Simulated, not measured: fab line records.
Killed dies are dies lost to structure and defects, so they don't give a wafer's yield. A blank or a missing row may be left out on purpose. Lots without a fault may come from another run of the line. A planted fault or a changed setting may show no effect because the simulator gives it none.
fab line records	flow sky130
[record] lots = 15	wafers = 45	last-day = 50
route steps=708 shown VIA3@585 CAP2M@605
lots that met no fault: taken from a fault-free run of the same line
start-h: start of the lot's first displayed wafer, in hours after the record's first day	wait-h: time in hours since the lot's previous step	" repeats the value in the row above	L1.1+2: a single row standing in for several wafers	- value missing, or start not given	* or withheld: withheld	< > ~ a bound
route shown NAME@n: NAME is a module with steps in the file, n the number in the route of the first one	usual: mean/standard deviation of fault-free wafers	same: alike in all rows	chamber/n: place in a boat	sites: the reading at each site	_std_site: the values' standard deviation	_edge_site: inner sites' mean taken away from outer sites' mean	radius-mm: for every site, how far away it sits from the centre of the wafer	mask NAME#n: copy n	behind: the last tool/chamber to shape the wafer	hold: reason for holding the lot/hours on hold/outcome of the hold	device: the transistor (n, p or np) that didn't switch	end of line: tests run on the same wafers once the route is complete	where a step has no rows: the recipe by itself	killed: dies lost to structure and defects at the first sort, not the wafer's yield	map: per-die view of a wafer (x killed, . not killed, _ where there is no die)
set.NAME: setting as actually run; set.NAME@STEP: the setting as run at that earlier step	model.NAME: the simulator's own value behind a step, which no gauge read
route steps across a sampled set of lots; one table per step, one row per wafer
services: when a tool's chamber went out of use (start-h, in hours from the record's first day, below 0 if earlier), for how many hours, and the reason
[[steps]]
[step SKY_VIA3_CD_MEAS_12]
[recipe] target-cd-nm = 200
[usual] cd-nm = 200.7/1.1
lot.wafer	tool	chamber	start-h	wait-h	cd-nm
L408.1	cd-sem-01	-	946.85	-	201.7
L408.2	"	-	"	"	200.2
L408.4	"	-	"	"	201.7
L410.2	cd-sem-02	-	951.19	-	200.8
L410.3	"	-	"	"	201.0
L410.5	"	-	"	"	201.7
L409.3	cd-sem-01	-	953.72	-	201.2
L409.4	"	-	"	"	199.7
L409.5	"	-	"	"	200.1
L412.2	cd-sem-02	-	967.52	-	202.4
L412.3	"	-	"	"	201.7
L412.4	"	-	"	"	202.7
L413.3	cd-sem-02	-	972.84	-	200.5
L413.4	"	-	"	"	200.2
L413.5	"	-	"	"	198.9
L415.1	cd-sem-02	-	984.83	-	198.8
L415.2	"	-	"	"	199.0
L415.3	"	-	"	"	199.0
L416.2	cd-sem-02	-	996.15	-	201.9
L416.4	"	-	"	"	200.0
L416.6	"	-	"	"	201.9
L417.1	cd-sem-02	-	997.28	-	199.3
L417.3	"	-	"	"	200.1
L417.5	"	-	"	"	200.6
L418.1	cd-sem-02	-	1005.47	-	198.9
L418.4	"	-	"	"	201.5
L418.6	"	-	"	"	200.8
L419.1	cd-sem-02	-	1010.30	-	201.6
L419.3	"	-	"	"	201.8
L419.5	"	-	"	"	202.2
L427.2	cd-sem-01	-	1056.67	-	199.8
L427.3	"	-	"	"	199.5
L427.4	"	-	"	"	200.7
L428.2	cd-sem-02	-	1064.32	-	200.8
L428.5	"	-	"	"	201.4
L428.6	"	-	"	"	200.9
L429.1	cd-sem-01	-	1071.30	-	199.7
L429.3	"	-	"	"	199.6
L429.4	"	-	"	"	198.6
L430.4	cd-sem-01	-	1077.23	-	202.2
L430.5	"	-	"	"	200.9
L430.6	"	-	"	"	201.7
L431.1	cd-sem-02	-	1085.63	-	201.3
L431.3	"	-	"	"	202.7
L431.4	"	-	"	"	200.0
[step SKY_VIA3_ETCH_15]
[recipe] target = SiO2	chemistry = C4F8/O2/Ar	target-depth-nm = 507	stop-on = TiN	mask-material = KrF-thick	source-w = 1500	bias-w = 1200	pressure-mtorr = 40	c4f8-flow-sccm = withheld	O2_flow_sccm = 6	Ar_flow_sccm = 300	time-s = 78
[usual] bias-w = 1200/3.4	oes-product-au = 0.946/0.0051
lot.wafer	tool	chamber	start-h	wait-h	bias-w	oes-product-au	rf-hours-counter-h
L408.1	rie-diel-02	3	947.05	0.0	1198	0.946	16
L408.2	"	0	"	"	1200	0.950	6
L408.4	"	0	"	"	1200	0.944	-
L410.2	rie-diel-03	0	951.36	0.0	1200	0.953	24
L410.3	"	1	"	"	1198	0.939	22
L410.5	"	2	"	"	1200	0.948	-
L409.3	rie-diel-01	0	953.88	0.0	1200	0.940	12
L409.4	"	1	"	"	1201	0.950	13
L409.5	"	0	"	"	1198	0.946	-
L412.2	rie-diel-02	2	967.70	0.0	1203	0.956	22
L412.3	"	3	"	"	1197	0.950	17
L412.4	"	1	"	"	1199	0.941	11
L413.3	rie-diel-02	0	973.00	0.0	1201	0.946	7
L413.4	"	1	"	"	1198	0.951	12
L413.5	"	1	"	"	1196	0.944	-
L415.1	rie-diel-02	1	985.03	0.0	1193	0.952	12
L415.2	"	0	"	"	1199	0.946	8
L415.3	"	3	"	"	1199	0.951	17
L416.2	rie-diel-02	0	996.33	0.0	1198	0.948	8
L416.4	"	3	"	"	1203	0.944	17
L416.6	"	2	"	"	1191	0.941	-
L417.1	rie-diel-01	2	997.48	0.0	1200	0.953	17
L417.3	"	3	"	"	1202	0.945	17
L417.5	"	0	"	"	1204	0.940	-
L418.1	rie-diel-01	0	1005.66	0.0	1206	0.947	13
L418.4	"	3	"	"	1194	0.945	18
L418.6	"	2	"	"	1199	0.953	-
L419.1	rie-diel-03	3	1010.50	0.0	1205	0.935	22
L419.3	"	1	"	"	1200	0.941	24
L419.5	"	1	"	"	1200	0.939	-
L427.2	rie-diel-01	2	1056.85	0.0	1205	0.948	19
L427.3	"	0	"	"	1202	0.943	14
L427.4	"	3	"	"	1200	0.945	19
L428.2	rie-diel-02	1	1064.50	0.0	1200	0.947	15
L428.5	"	1	"	"	1199	0.945	-
L428.6	"	0	"	"	1201	0.944	-
L429.1	rie-diel-01	1	1071.50	0.0	1192	0.940	16
L429.3	"	0	"	"	1204	0.942	15
L429.4	"	2	"	"	1200	0.946	19
L430.4	rie-diel-01	3	1077.36	0.0	1197	0.951	20
L430.5	"	2	"	"	1201	0.944	-
L430.6	"	3	"	"	1198	0.947	-
L431.1	rie-diel-03	1	1085.83	0.0	1201	0.946	27
L431.3	"	2	"	"	1203	0.947	16
L431.4	"	0	"	"	1206	0.951	29
[step SKY_CAP2M_SPUTTER_02]
[recipe] material = TiN	target-thk-nm = 200	temp-c = 300	power-w = 6500	time-s = 166.7	chamber-pressure-pa = 0.4
[usual] cathode-dc-power-W = 6500.1/1.3	chamber-pressure-pa = 0.3999/0.00079	susceptor-temp-C = 299.98/0.17	throttle-valve-pct = 30.5/1.5
lot.wafer	tool	chamber	start-h	wait-h	cathode-dc-power-W	chamber-pressure-pa	susceptor-temp-C	throttle-valve-pct
L408.1	pvd-sputter-03	-	948.64	0.1	6498.2	0.3992	299.81	33.3
L408.2	"	-	"	"	6502.3	0.3985	299.92	31.4
L408.4	"	-	"	"	6501.0	0.4001	299.89	29.0
L410.2	pvd-sputter-04	-	952.91	0.0	6501.6	0.3999	300.04	28.2
L410.3	"	-	"	"	6497.8	0.3999	300.05	29.4
L410.5	"	-	"	"	6498.5	0.3996	300.00	29.5
L409.3	pvd-sputter-02	-	955.77	0.0	6499.0	0.3989	300.05	30.5
L409.4	"	-	"	"	6499.1	0.4003	299.97	29.1
L409.5	"	-	"	"	6501.2	0.4000	300.03	30.3
L412.2	pvd-sputter-02	-	969.27	0.0	6501.0	0.3998	300.02	30.6
L412.3	"	-	"	"	6500.2	0.3994	299.94	29.6
L412.4	"	-	"	"	6499.5	0.4012	299.91	31.2
L413.3	pvd-sputter-03	-	974.55	0.0	6502.1	0.4008	300.17	29.2
L413.4	"	-	"	"	6501.2	0.3999	299.95	31.2
L413.5	"	-	"	"	6498.8	0.3997	300.18	29.2
L415.1	pvd-sputter-04	-	986.59	0.1	6499.1	0.3992	300.04	31.7
L415.2	"	-	"	"	6500.7	0.3989	300.00	29.6
L415.3	"	-	"	"	6501.0	0.3984	300.27	29.9
L416.2	pvd-sputter-03	-	997.91	0.0	6496.8	0.4000	299.91	29.3
L416.4	"	-	"	"	6499.2	0.4009	299.90	31.3
L416.6	"	-	"	"	6500.9	0.4005	299.89	31.2
L417.1	pvd-sputter-03	-	999.15	0.1	-	-	-	-
L417.3	"	-	"	"	-	-	-	-
L417.5	"	-	"	"	-	-	-	-
L418.1	pvd-sputter-03	-	1007.38	0.1	-	-	-	-
L418.4	"	-	"	"	-	-	-	-
L418.6	"	-	"	"	-	-	-	-
L419.1	pvd-sputter-04	-	1012.07	0.1	-	-	-	-
L419.3	"	-	"	"	-	-	-	-
L419.5	"	-	"	"	-	-	-	-
L427.2	pvd-sputter-04	-	1058.41	0.0	6499.9	0.4003	299.80	29.7
L427.3	"	-	"	"	6502.6	0.3993	299.86	29.6
L427.4	"	-	"	"	6498.8	0.3996	299.94	29.3
L428.2	pvd-sputter-03	-	1066.05	0.0	6499.0	0.3986	299.96	33.3
L428.5	"	-	"	"	6500.3	0.3991	300.02	33.3
L428.6	"	-	"	"	6498.9	0.4011	299.96	29.8
L429.1	pvd-sputter-04	-	1073.39	0.1	6501.7	0.4010	299.99	32.2
L429.3	"	-	"	"	6499.8	0.3995	299.61	29.7
L429.4	"	-	"	"	6499.7	0.3995	299.94	28.5
L430.4	pvd-sputter-03	-	1078.92	0.0	6500.0	0.4005	300.08	31.5
L430.5	"	-	"	"	6501.1	0.3996	299.74	33.3
L430.6	"	-	"	"	6501.7	0.4002	299.94	29.8
L431.1	pvd-sputter-03	-	1087.38	0.1	6501.2	0.3995	300.34	33.1
L431.3	"	-	"	"	6501.0	0.3996	300.09	31.2
L431.4	"	-	"	"	6500.5	0.3994	300.12	29.4
[step SKY_CAP2M_RS_MEAS_03]
[recipe] thk-meas-gauge = four-point-probe	reads = TiN_of_CAP2M_SPUTTER_02
[usual] CAP2M_TIN_RS = 6.92/0.06
lot.wafer	tool	chamber	start-h	wait-h	CAP2M_TIN_RS[ohm/sq]
L408.1	film-metro-04	-	948.75	0.1	6.89
L408.2	"	-	"	"	6.90
L408.4	"	-	"	"	6.90
L410.2	film-metro-01	-	953.04	0.1	6.98
L410.3	"	-	"	"	6.94
L410.5	"	-	"	"	6.95
L409.3	film-metro-01	-	955.92	0.1	6.88
L409.4	"	-	"	"	6.75
L409.5	"	-	"	"	6.84
L412.2	film-metro-02	-	969.40	0.1	6.99
L412.3	"	-	"	"	6.87
L412.4	"	-	"	"	6.93
L413.3	film-metro-04	-	974.70	0.1	6.93
L413.4	"	-	"	"	6.93
L413.5	"	-	"	"	6.94
L415.1	film-metro-04	-	986.69	0.1	6.82
L415.2	"	-	"	"	6.87
L415.3	"	-	"	"	6.88
L416.2	film-metro-02	-	998.04	0.1	6.85
L416.4	"	-	"	"	6.88
L416.6	"	-	"	"	6.85
L417.1	film-metro-04	-	999.26	0.1	-
L417.3	"	-	"	"	-
L417.5	"	-	"	"	-
L418.1	film-metro-04	-	1007.49	0.1	-
L418.4	"	-	"	"	-
L418.6	"	-	"	"	-
L419.1	film-metro-02	-	1012.17	0.1	-
L419.3	"	-	"	"	-
L419.5	"	-	"	"	-
L427.2	film-metro-04	-	1058.54	0.1	6.94
L427.3	"	-	"	"	6.97
L427.4	"	-	"	"	6.97
L428.2	film-metro-01	-	1066.18	0.1	6.96
L428.5	"	-	"	"	6.99
L428.6	"	-	"	"	6.96
L429.1	film-metro-04	-	1073.50	0.1	6.93
L429.3	"	-	"	"	6.93
L429.4	"	-	"	"	6.94
L430.4	film-metro-01	-	1079.08	0.1	6.91
L430.5	"	-	"	"	6.97
L430.6	"	-	"	"	6.97
L431.1	film-metro-04	-	1087.49	0.1	6.85
L431.3	"	-	"	"	6.85
L431.4	"	-	"	"	6.84
[step SKY_CAP2M_THK_MEAS_04]
[recipe] thk-meas-gauge = xrf	reads = TiN_of_CAP2M_SPUTTER_02
[usual] CAP2M_TIN_THK = 201.9/1.8
lot.wafer	tool	chamber	start-h	wait-h	CAP2M_TIN_THK[nm]
L408.1	film-metro-04	-	948.87	0.1	201.8
L408.2	"	-	"	"	201.9
L408.4	"	-	"	"	201.6
L410.2	film-metro-01	-	953.15	0.1	199.7
L410.3	"	-	"	"	200.7
L410.5	"	-	"	"	200.8
L409.3	film-metro-01	-	956.02	0.1	202.3
L409.4	"	-	"	"	205.9
L409.5	"	-	"	"	203.6
L412.2	film-metro-02	-	969.51	0.1	199.5
L412.3	"	-	"	"	203.4
L412.4	"	-	"	"	201.8
L413.3	film-metro-04	-	974.80	0.1	202.4
L413.4	"	-	"	"	201.5
L413.5	"	-	"	"	201.7
L415.1	film-metro-04	-	986.81	0.1	203.9
L415.2	"	-	"	"	203.1
L415.3	"	-	"	"	202.3
L416.2	film-metro-02	-	998.15	0.1	202.4
L416.4	"	-	"	"	201.7
L416.6	"	-	"	"	202.1
L417.1	film-metro-04	-	999.38	0.1	<0.0
L417.3	"	-	"	"	<0.0
L417.5	"	-	"	"	<0.0
L418.1	film-metro-04	-	1007.61	0.1	<0.0
L418.4	"	-	"	"	<0.0
L418.6	"	-	"	"	<0.0
L419.1	film-metro-02	-	1012.29	0.1	<0.0
L419.3	"	-	"	"	<0.0
L419.5	"	-	"	"	<0.0
L427.2	film-metro-04	-	1058.65	0.1	200.6
L427.3	"	-	"	"	199.8
L427.4	"	-	"	"	199.5
L428.2	film-metro-01	-	1066.29	0.1	201.9
L428.5	"	-	"	"	201.8
L428.6	"	-	"	"	202.8
L429.1	film-metro-04	-	1073.62	0.1	201.3
L429.3	"	-	"	"	202.1
L429.4	"	-	"	"	201.3
L430.4	film-metro-01	-	1079.17	0.1	202.7
L430.5	"	-	"	"	201.7
L430.6	"	-	"	"	201.8
L431.1	film-metro-04	-	1087.61	0.1	202.9
L431.3	"	-	"	"	203.7
L431.4	"	-	"	"	203.8
[step SKY_CAP2M_OVL_MEAS_12]
[usual] CAP2M_OVL = -0.8/1.2
lot.wafer	tool	chamber	start-h	wait-h	CAP2M_OVL[nm]
L408.1	overlay-01	-	972.58	0.1	0.2
L408.2	"	-	"	"	-0.8
L408.4	"	-	"	"	-0.4
L410.2	overlay-01	-	976.70	0.1	-1.8
L410.3	"	-	"	"	-0.3
L410.5	"	-	"	"	-0.6
L409.3	overlay-01	-	978.89	0.1	-2.7
L409.4	"	-	"	"	-2.0
L409.5	"	-	"	"	-1.2
L412.2	overlay-02	-	992.89	0.1	-1.0
L412.3	"	-	"	"	-0.4
L412.4	"	-	"	"	-4.3
L413.3	overlay-01	-	997.31	0.1	-2.5
L413.4	"	-	"	"	-0.6
L413.5	"	-	"	"	-1.9
L415.1	overlay-02	-	1009.35	0.1	-1.5
L415.2	"	-	"	"	-1.2
L415.3	"	-	"	"	-1.1
L416.2	overlay-02	-	1020.56	0.1	-0.7
L416.4	"	-	"	"	0.7
L416.6	"	-	"	"	1.1
L417.1	overlay-02	-	1021.70	0.1	1.0
L417.3	"	-	"	"	-0.4
L417.5	"	-	"	"	-0.8
L418.1	overlay-01	-	1029.90	0.1	-1.3
L418.4	"	-	"	"	0.6
L418.6	"	-	"	"	-1.8
L419.1	overlay-01	-	1034.85	0.1	-2.4
L419.3	"	-	"	"	-2.0
L419.5	"	-	"	"	-1.0
L427.2	overlay-01	-	1080.06	0.1	-1.9
L427.3	"	-	"	"	-1.5
L427.4	"	-	"	"	-2.1
L428.2	overlay-02	-	1087.95	0.1	-2.4
L428.5	"	-	"	"	-2.0
L428.6	"	-	"	"	-2.7
L429.1	overlay-01	-	1095.08	0.1	-0.8
L429.3	"	-	"	"	1.4
L429.4	"	-	"	"	-0.7
L430.4	overlay-02	-	1100.32	0.1	-2.6
L430.5	"	-	"	"	-0.1
L430.6	"	-	"	"	0.3
L431.1	overlay-02	-	1107.45	0.1	-0.5
L431.3	"	-	"	"	-0.4
L431.4	"	-	"	"	-0.6
[step SKY_CAP2M_METAL_ETCH_13]
[recipe] target-depth-nm = 220	stop-on = SiO2	chemistry = Cl2/BCl3	target = TiN	pressure-mtorr = 10	icp-w = 900	bias-w = 48.5	Cl2_flow_sccm = 60	bcl3-flow-sccm = 30	time-s = 62.9
[usual] bias-w = 48.49/0.14	drypump-motor-current-A = 5.9/0.48	mfc-cl2-sccm = 60.03/0.18	oes-product-au = 0.940/0.0066	throttle-valve-pct = 21.902/0.0082
lot.wafer	tool	chamber	start-h	wait-h	bias-w	drypump-motor-current-A	mfc-cl2-sccm	oes-product-au	rf-hours-counter-h	throttle-valve-pct
L408.1	rie-metal-03	1	972.62	0.0	48.61	6.2	60.15	0.946	6	21.896
L408.2	"	0	"	"	48.51	5.4	59.91	0.944	9	21.910
L408.4	"	0	"	"	48.49	5.4	59.99	0.941	-	21.906
L410.2	rie-metal-01	0	976.73	0.0	48.76	5.9	60.31	0.931	12	21.907
L410.3	"	0	"	"	48.60	5.9	59.93	0.944	-	21.908
L410.5	"	1	"	"	48.36	6.1	60.38	0.934	-	21.886
L409.3	rie-metal-03	1	978.94	0.0	48.18	6.2	60.27	0.941	-	21.901
L409.4	"	0	"	"	48.53	5.4	60.14	0.945	-	21.913
L409.5	"	0	"	"	48.44	5.4	59.98	0.944	-	21.910
L412.2	rie-metal-01	1	992.92	0.0	48.43	6.1	60.08	0.932	17	21.913
L412.3	"	1	"	"	48.54	6.1	60.10	0.942	-	21.914
L412.4	"	0	"	"	48.51	5.9	60.13	0.939	-	21.911
L413.3	rie-metal-02	0	997.36	0.0	48.67	5.2	60.28	0.938	-	21.906
L413.4	"	1	"	"	48.48	6.6	59.76	0.936	-	21.903
L413.5	"	1	"	"	48.29	6.6	59.96	0.933	-	21.900
L415.1	rie-metal-01	1	1009.39	0.0	48.37	6.1	60.05	0.950	18	21.897
L415.2	"	0	"	"	48.38	5.9	59.97	0.953	14	21.892
L415.3	"	1	"	"	48.52	6.1	60.21	0.946	-	21.917
L416.2	rie-metal-02	0	1020.59	0.0	48.51	5.2	59.90	0.939	5	21.895
L416.4	"	1	"	"	48.61	6.6	60.03	0.943	-	21.893
L416.6	"	1	"	"	48.68	6.6	59.88	0.945	-	21.918
L417.1	rie-metal-03	1	1021.73	0.0	48.57	6.2	60.01	0.379	9	22.259
L417.3	"	1	"	"	48.58	6.2	59.99	0.379	-	22.260
L417.5	"	0	"	"	48.48	5.4	59.98	0.367	-	22.258
L418.1	rie-metal-03	1	1029.94	0.0	48.52	6.2	59.83	0.374	9	22.279
L418.4	"	0	"	"	48.69	5.4	60.02	0.384	-	22.259
L418.6	"	0	"	"	48.45	5.4	59.92	0.378	-	22.279
L419.1	rie-metal-01	0	1034.89	0.0	48.42	5.9	60.14	0.375	16	22.270
L419.3	"	0	"	"	48.32	5.9	60.08	0.387	-	22.273
L419.5	"	1	"	"	48.48	6.1	59.86	0.379	-	22.257
L427.2	rie-metal-02	1	1080.09	0.0	48.32	6.6	59.78	0.937	13	21.908
L427.3	"	1	"	"	48.38	6.5	59.84	0.937	-	21.902
L427.4	"	0	"	"	48.35	5.2	59.96	0.932	-	21.896
L428.2	rie-metal-03	0	1087.98	0.0	48.59	5.4	60.15	0.938	15	21.906
L428.5	"	1	"	"	48.41	6.1	60.00	0.931	-	21.897
L428.6	"	0	"	"	48.59	5.4	59.88	0.943	-	21.897
L429.1	rie-metal-02	1	1095.12	0.0	48.68	6.6	60.14	0.935	14	21.904
L429.3	"	0	"	"	48.39	5.2	60.06	0.941	-	21.903
L429.4	"	1	"	"	48.71	6.6	59.85	0.942	-	21.903
L430.4	rie-metal-01	0	1100.37	0.0	48.40	5.9	60.09	0.940	-	21.896
L430.5	"	1	"	"	48.43	6.1	59.58	0.935	-	21.901
L430.6	"	0	"	"	48.19	5.9	60.08	0.944	-	21.896
L431.1	rie-metal-03	1	1107.49	0.0	48.49	6.2	60.23	0.946	13	21.901
L431.3	"	0	"	"	48.70	5.4	59.91	0.945	-	21.898
L431.4	"	1	"	"	48.48	6.2	60.09	0.952	-	21.903
[[services]]
tool	chamber	start-h	hours	kind
rie-diel-02	1	937.71	7.3	repair
rie-metal-02	-	939.08	1.9	repair
rie-diel-03	2	948.06	3.2	repair
rie-diel-01	-	955.43	2.8	pm
pvd-sputter-03	-	958.76	12.5	repair
pvd-sputter-04	3	962.08	-	consumable-replace:kit
rie-diel-02	-	963.34	2.8	pm
rie-diel-03	1	991.65	13.5	repair
rie-diel-03	2	1007.88	6.2	repair
rie-metal-03	-	1025.77	2.8	pm
rie-metal-03	-	1030.18	14.6	pm
rie-metal-02	-	1035.55	1.0	repair
rie-diel-02	2	1042.07	14.4	repair
pvd-sputter-03	-	1049.97	4.4	repair
pvd-sputter-02	-	1054.55	13.2	repair
rie-metal-01	-	1055.58	0.8	repair
pvd-sputter-03	2	1059.31	-	consumable-replace:kit
pvd-sputter-03	2	1059.31	18.0	scheduled-down
pvd-sputter-03	2	1059.31	18.0	vent-cycle
rie-diel-01	3	1059.85	4.8	repair
pvd-sputter-03	-	1068.77	4.7	repair
rie-metal-03	-	1081.79	5.9	repair
pvd-sputter-03	-	1102.18	4.7	repair
rie-metal-01	-	1104.86	2.8	pm
[[key]]
[first-sign] step = SKY_CAP2M_SPUTTER_02	reading = tool-record	direction = missing
[effect] step = SKY_CAP2M_RS_MEAS_03	reading = CAP2M_TIN_RS	direction = missing
[effect] step = SKY_CAP2M_THK_MEAS_04	reading = CAP2M_TIN_THK	direction = down	sigmas = 99+	usual = 201.9	struck = <0.0
[effect] step = SKY_CAP2M_METAL_ETCH_13	reading = oes-product-au	direction = down	sigmas = 86	usual = 0.940	struck = 0.378
met-at SKY_CAP2M_SPUTTER_02
struck-lots L417,L418,L419
later-rows-left-out L417.1,L417.3,L417.5,L418.1,L418.4,L418.6,L419.1,L419.3,L419.5
sort-left-out L417.1,L417.3,L417.5,L418.1,L418.4,L418.6,L419.1,L419.3,L419.5
not-acting-at SKY_VIA3_CD_MEAS_12,SKY_VIA3_ETCH_15,SKY_CAP2M_OVL_MEAS_12
onset-between 997.91 999.15
[fault] kind = skipped-step-whole	tool = pvd-sputter-03,pvd-sputter-04	chamber = -	onset-h = 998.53	steps = SKY_CAP2M_SPUTTER_02	scope = struck-lots-only
// sort-left-out: the simulated sort isn't trusted on such a fault, so these wafers' sort isn't shown, and their yield isn't known
// later-rows-left-out: the simulator's readings of these wafers behind a module that went badly wrong aren't trusted and aren't shown, but for the sort
